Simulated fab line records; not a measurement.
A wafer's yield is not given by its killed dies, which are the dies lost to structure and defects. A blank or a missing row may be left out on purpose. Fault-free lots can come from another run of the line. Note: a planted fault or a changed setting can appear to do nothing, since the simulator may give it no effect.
Which tool was responsible? :: flow gf180mcu :: 14 lots, 42 wafers sampled, at 5 steps of a route of 602

== WHAT THE GAUGES READ, wafer by wafer ==
GF_MVSD_OVL_MEAS_07.
lot: L441
measured: day 4 09:22
on: overlay-01
MVSD_OVL (nm): -0.9 -1.1 -0.5

lot: L443
measured: day 4 22:43
on: overlay-02
MVSD_OVL (nm): 0.7 2.6 1.3

lot: L445
measured: day 5 10:22
on: overlay-01
MVSD_OVL (nm): 1.2 -0.4 -0.8

lot: L446
measured: day 5 15:25
on: overlay-02
MVSD_OVL (nm): -0.1 -0.5 -0.6

lot: L450
measured: day 6 12:58
on: overlay-01
MVSD_OVL (nm): -0.9 -1.9 -1.3

lot: L451
measured: day 6 19:10
on: overlay-02
MVSD_OVL (nm): -1.8 -1.3 -2.6

lot: L452
measured: day 7 03:01
on: overlay-02
MVSD_OVL (nm): 0.9 2.3 1.3

lot: L453
measured: day 7 06:16
on: overlay-01
MVSD_OVL (nm): 1.2 -0.2 0.8

lot: L454
measured: day 7 14:19
on: overlay-01
MVSD_OVL (nm): -2.5 -3.4 -1.1

lot: L455
measured: day 7 18:44
on: overlay-02
MVSD_OVL (nm): -1.3 -2.3 0.3

lot: L456
measured: day 8 00:31
on: overlay-01
MVSD_OVL (nm): 1.1 1.2 0.1

lot: L457
measured: day 8 08:10
on: overlay-01
MVSD_OVL (nm): 0.7 1.3 0.8

lot: L462
measured: day 9 11:10
on: overlay-01
MVSD_OVL (nm): -2.3 -2.8 -3.4

lot: L463
measured: day 9 17:49
on: overlay-01
MVSD_OVL (nm): 0.5 0.8 0.0

GF_MVPSD_OVL_MEAS_07.
lot: L441
measured: day 5 00:25
on: overlay-02
MVPSD_OVL (nm): -2.3 -2.4 -2.1

lot: L443
measured: day 5 12:59
on: overlay-02
MVPSD_OVL (nm): -0.6 -0.5 -0.6

lot: L445
measured: day 6 01:41
on: overlay-02
MVPSD_OVL (nm): -1.7 1.4 1.4

lot: L446
measured: day 6 06:34
on: overlay-02
MVPSD_OVL (nm): 1.3 1.6 1.1

lot: L450
measured: day 7 04:30
on: overlay-02
MVPSD_OVL (nm): 1.7 1.9 0.7

lot: L451
measured: day 7 10:36
on: overlay-02
MVPSD_OVL (nm): -0.6 -0.1 -1.1

lot: L452
measured: day 7 18:51
on: overlay-02
MVPSD_OVL (nm): 1.7 0.5 2.1

lot: L453
measured: day 7 23:10
on: overlay-01
MVPSD_OVL (nm): 0.6 -0.2 0.8

lot: L454
measured: day 8 06:38
on: overlay-01
MVPSD_OVL (nm): -0.9 -1.3 0.6

lot: L455
measured: day 8 11:44
on: overlay-02
MVPSD_OVL (nm): 1.5 1.2 2.4

lot: L456
measured: day 8 17:26
on: overlay-02
MVPSD_OVL (nm): -1.3 -1.3 -3.1

lot: L457
measured: day 9 01:02
on: overlay-02
MVPSD_OVL (nm): 1.7 1.9 0.6

lot: L462
measured: day 10 03:34
on: overlay-01
MVPSD_OVL (nm): -0.9 -2.1 -3.0

lot: L463
measured: day 10 11:35
on: overlay-02
MVPSD_OVL (nm): -0.1 0.0 1.9

GF_VT_IMPLANT_TW_MEAS_21.
lot: L441
measured: day 6 05:12
on: filmMetro-02
VT_IMPLANT_2_TW: 1212 1213 1215

lot: L443
measured: day 6 18:29
on: filmMetro-02
VT_IMPLANT_2_TW: 1209 1213 1212

lot: L445
measured: day 7 08:56
on: filmMetro-04
VT_IMPLANT_2_TW: 1246 1233 1238

lot: L446
measured: day 7 13:14
on: filmMetro-01
VT_IMPLANT_2_TW: 1232 1225 1235

lot: L450
measured: day 8 12:40
on: filmMetro-01
VT_IMPLANT_2_TW: 1219 1214 1222

lot: L451
measured: day 8 19:50
on: filmMetro-04
VT_IMPLANT_2_TW: 1241 1247 1239

lot: L452
measured: day 9 05:18
on: filmMetro-01
VT_IMPLANT_2_TW: 1153 1166 1162

lot: L453
measured: day 9 09:13
on: filmMetro-04
VT_IMPLANT_2_TW: 1175 1169 1172

lot: L454
measured: day 9 16:29
on: filmMetro-01
VT_IMPLANT_2_TW: 1160 1155 1158

lot: L455
measured: day 9 22:36
on: filmMetro-01
VT_IMPLANT_2_TW: 1232 1233 1225

lot: L456
measured: day 10 03:23
on: filmMetro-04
VT_IMPLANT_2_TW: 1242 1244 1240

lot: L457
measured: day 10 11:50
on: filmMetro-01
VT_IMPLANT_2_TW: 1221 1222 1220

lot: L462
measured: day 11 17:00
on: filmMetro-01
VT_IMPLANT_2_TW: 1223 1227 1224

lot: L463
measured: day 12 01:34
on: filmMetro-01
VT_IMPLANT_2_TW: 1218 1216 1216

GF_VT_IMPLANT_OVL_MEAS_29.
lot: L441
measured: day 6 19:09
on: overlay-01
VT_IMPLANT_02_OVL (nm): 2.1 2.0 1.6

lot: L443
measured: day 7 09:55
on: overlay-01
VT_IMPLANT_02_OVL (nm): -2.0 -0.7 -2.0

lot: L445
measured: day 8 00:43
on: overlay-01
VT_IMPLANT_02_OVL (nm): 0.6 0.4 1.7

lot: L446
measured: day 8 05:20
on: overlay-01
VT_IMPLANT_02_OVL (nm): -0.4 0.9 1.4

lot: L450
measured: day 9 05:37
on: overlay-01
VT_IMPLANT_02_OVL (nm): -0.8 -0.8 -0.6

lot: L451
measured: day 9 12:07
on: overlay-01
VT_IMPLANT_02_OVL (nm): 0.2 0.1 1.1

lot: L452
measured: day 9 21:51
on: overlay-02
VT_IMPLANT_02_OVL (nm): -0.3 -1.4 -1.1

lot: L453
measured: day 10 02:13
on: overlay-01
VT_IMPLANT_02_OVL (nm): 0.7 1.6 0.2

lot: L454
measured: day 10 08:44
on: overlay-02
VT_IMPLANT_02_OVL (nm): -0.3 1.2 1.4

lot: L455
measured: day 10 15:43
on: overlay-01
VT_IMPLANT_02_OVL (nm): -1.9 -0.9 0.0

lot: L456
measured: day 10 21:29
on: overlay-01
VT_IMPLANT_02_OVL (nm): 0.2 0.5 -0.2

lot: L457
measured: day 11 06:26
on: overlay-01
VT_IMPLANT_02_OVL (nm): -0.2 0.1 0.4

lot: L462
measured: day 12 11:54
on: overlay-01
VT_IMPLANT_02_OVL (nm): -0.2 -0.3 1.1

lot: L463
measured: day 12 21:03
on: overlay-02
VT_IMPLANT_02_OVL (nm): -0.1 0.5 0.8

== EACH LOT AND THE TOOL THAT RAN IT (in order: tool; ch and the chambers of the sampled wafers; start) ==
lot: L441
GF_VT_IMPLANT_IMPLANT_19: implanter-01 ch 0, day 6 04:58

lot: L443
GF_VT_IMPLANT_IMPLANT_19: implanter-01 ch 0, day 6 18:14

lot: L445
GF_VT_IMPLANT_IMPLANT_19: implanter-01 ch 0, day 7 08:42

lot: L446
GF_VT_IMPLANT_IMPLANT_19: implanter-01 ch 0, day 7 12:59

lot: L450
GF_VT_IMPLANT_IMPLANT_19: implanter-03 ch 0, day 8 12:26

lot: L451
GF_VT_IMPLANT_IMPLANT_19: implanter-03 ch 0, day 8 19:36

lot: L452
GF_VT_IMPLANT_IMPLANT_19: implanter-03 ch 0, day 9 05:04

lot: L453
GF_VT_IMPLANT_IMPLANT_19: implanter-03 ch 0, day 9 08:59

lot: L454
GF_VT_IMPLANT_IMPLANT_19: implanter-03 ch 0, day 9 16:14

lot: L455
GF_VT_IMPLANT_IMPLANT_19: implanter-01 ch 0, day 9 22:22

lot: L456
GF_VT_IMPLANT_IMPLANT_19: implanter-02 ch 0, day 10 03:08

lot: L457
GF_VT_IMPLANT_IMPLANT_19: implanter-02 ch 0, day 10 11:35

lot: L462
GF_VT_IMPLANT_IMPLANT_19: implanter-01 ch 0, day 11 16:46

lot: L463
GF_VT_IMPLANT_IMPLANT_19: implanter-01 ch 0, day 12 01:20
- GF_VT_IMPLANT_IMPLANT_19

== WHAT THE TOOLS THEMSELVES READ (means of the sampled wafers that have a number; where no wafer has one, the mark that the record gives instead) ==
GF_VT_IMPLANT_IMPLANT_19.
lot: L441
tool: implanter-01
beamEnergyKeV: 99.993
doseIonsCm2: 4.35e+12

lot: L443
tool: implanter-01
beamEnergyKeV: 100.020
doseIonsCm2: 4.35e+12

lot: L445
tool: implanter-01
beamEnergyKeV: 100.003
doseIonsCm2: 4.35e+12

lot: L446
tool: implanter-01
beamEnergyKeV: 99.978
doseIonsCm2: 4.35e+12

lot: L450
tool: implanter-03
beamEnergyKeV: 100.027
doseIonsCm2: 4.36e+12

lot: L451
tool: implanter-03
beamEnergyKeV: 99.973
doseIonsCm2: 4.35e+12

lot: L452
tool: implanter-03
beamEnergyKeV: 81.741
doseIonsCm2: 4.35e+12

lot: L453
tool: implanter-03
beamEnergyKeV: 81.774
doseIonsCm2: 4.34e+12

lot: L454
tool: implanter-03
beamEnergyKeV: 81.709
doseIonsCm2: 4.35e+12

lot: L455
tool: implanter-01
beamEnergyKeV: 100.027
doseIonsCm2: 4.35e+12

lot: L456
tool: implanter-02
beamEnergyKeV: 100.014
doseIonsCm2: 4.36e+12

lot: L457
tool: implanter-02
beamEnergyKeV: 99.979
doseIonsCm2: 4.35e+12

lot: L462
tool: implanter-01
beamEnergyKeV: 100.010
doseIonsCm2: 4.36e+12

lot: L463
tool: implanter-01
beamEnergyKeV: 100.020
doseIonsCm2: 4.34e+12

== THE ANSWER, worked out from the rows above alone ==
Rule: the lots themselves supply what counts as usual. Put in order of their means at a reading, lots are off if they are a third of the lots or fewer, leave a main group of 4 or more, and stand apart from it by a gap of 3 or more times the standard deviation of the main group's means; of several such gaps the widest counts. The tables above print the reading to a certain number of digits; a main group whose means all agree to those digits is not used. Also off: a lot with no number at a reading for which 4 or more lots have one. Where the step has rows for the other lots, those lots are counted as sound. The gauges are gone through in route order, then the tools' own readings, and for those a lot's mean is taken as printed above. At the first step where some lot is off, the reading lying furthest off is the one used; lots without a number count as furthest.
Off: L452, L453, L454, at GF_VT_IMPLANT_TW_MEAS_21 (VT_IMPLANT_2_TW). Mean 1226 and standard deviation 11 in the main group.
If a tool, at a process step before that reading, ran all the lots that are off and no sound lot after the first of them, it fits. The gauges at GF_VT_IMPLANT_TW_MEAS_21 aren't tried: what is off there is off at GF_VT_IMPLANT_IMPLANT_19 too, on other tools, and a gauge's error can't cause that. One fits: implanter-03 at GF_VT_IMPLANT_IMPLANT_19. A fault onset in the window from L451 (day 8 19:36, its last sound lot) to L452 (day 9 05:04, its first lot off) fits.
The tool's own readings at GF_VT_IMPLANT_IMPLANT_19 bear it out: on the lots that are off they differ by more than 5 times the standard deviation of the sound lots' means. beamEnergyKeV reads 81.741 there against 100.004 on the sound lots.

== WHAT WAS PUT IN BY THE SIMULATOR ==
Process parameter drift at GF_VT_IMPLANT_IMPLANT_19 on implanter-03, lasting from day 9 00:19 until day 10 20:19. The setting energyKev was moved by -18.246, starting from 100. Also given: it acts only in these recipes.
Shown lots that were struck: L452, L453, L454. The rule above reached the same finding.
